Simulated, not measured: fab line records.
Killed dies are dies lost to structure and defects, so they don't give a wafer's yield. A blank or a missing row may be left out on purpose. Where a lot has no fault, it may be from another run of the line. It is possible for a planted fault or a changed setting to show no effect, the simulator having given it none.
A struck lot beside a sound one	flow sky130	14 steps out of a route of 708
Sound: wafers L594.1, L594.2, L594.3. Wafers struck: L582.1, L582.3, L582.5. The cause comes at the end.
At each step with rows: each side's tool, then ch and its chambers, then its first start. Under that, the readings that differ: sound wafers	struck wafers	difference of the means	sigmas: that difference in standard deviations of wafers without a fault.
alike: readings with means less than 2 such deviations apart, plus words and numbers identical on both sides. not compared: withheld readings, readings lacking a value on some wafer, bounds such as >300 that could conceal the same value, and numbers that have no deviation in the record and whose values overlap.
Wherever a step has rows on one side only, a row that says differs or no value, or a row with sigmas, the two part there. Numbers that have no deviation but don't overlap get no sigmas and don't part them. A reading that every wafer of one side lacks parts them only if that side has two wafers or more.

first, 4 steps without rows for these wafers: SKY_PWDE_SOFTBAKE_03; SKY_PWDE_EXPOSE_04 (exposes mask PWDEM, target cd 840 nm); SKY_PWDE_PEB_05; SKY_PWDE_DEVELOP_06 (develop time 60 s).
SKY_PWDE_OVL_MEAS_07:
  sound on overlay-02, day 8 21:38; struck on overlay-02, day 6 04:11
  alike: PWDE_OVL
following that, these wafers have no rows for 1 step: SKY_PWDE_IMPLANT_08.
SKY_PWDE_STRIP_09: strips in O2/N2.
  sound on plasma-asher-03 ch 0,1, day 8 21:49; struck on plasma-asher-03 ch 1, day 6 04:22
  alike: drypump-motor-current-A, n2-flow-sccm, o2-flow-sccm, oes-product-au, strip-time-to-endpoint-s
  not compared: rf-hours-counter-h
SKY_PWDE_TW_MEAS_10:
  sound on film-metro-01, day 8 21:55; struck on film-metro-01, day 6 04:28
  alike: PWDE_TW
then, 4 steps without rows for these wafers: SKY_NWELL_DEHYDRATE_03 (time 60 s); SKY_NWELL_HMDS_04 (prime time 60 s); SKY_NWELL_COAT_05 (resist thk 3000 nm); SKY_NWELL_SOFTBAKE_06.
SKY_NWELL_EXPOSE_07: exposes mask NWM, target cd 840 nm.
  sound on iline-stepper-02 ch 0, day 9 08:47; struck on iline-stepper-01, day 6 14:01
  no value came back on the struck wafers for exposure-dose-mJ-cm2, focus-offset-nm (nm); on the sound wafers exposure-dose-mJ-cm2 reads 254.90 255.65 255.00
  alike: mask
following that, these wafers have no rows for 1 step: SKY_NWELL_PEB_08.

## WHERE THEY PART
Within this record, at SKY_NWELL_EXPOSE_07 only.

WHY: whatever the simulator had introduced
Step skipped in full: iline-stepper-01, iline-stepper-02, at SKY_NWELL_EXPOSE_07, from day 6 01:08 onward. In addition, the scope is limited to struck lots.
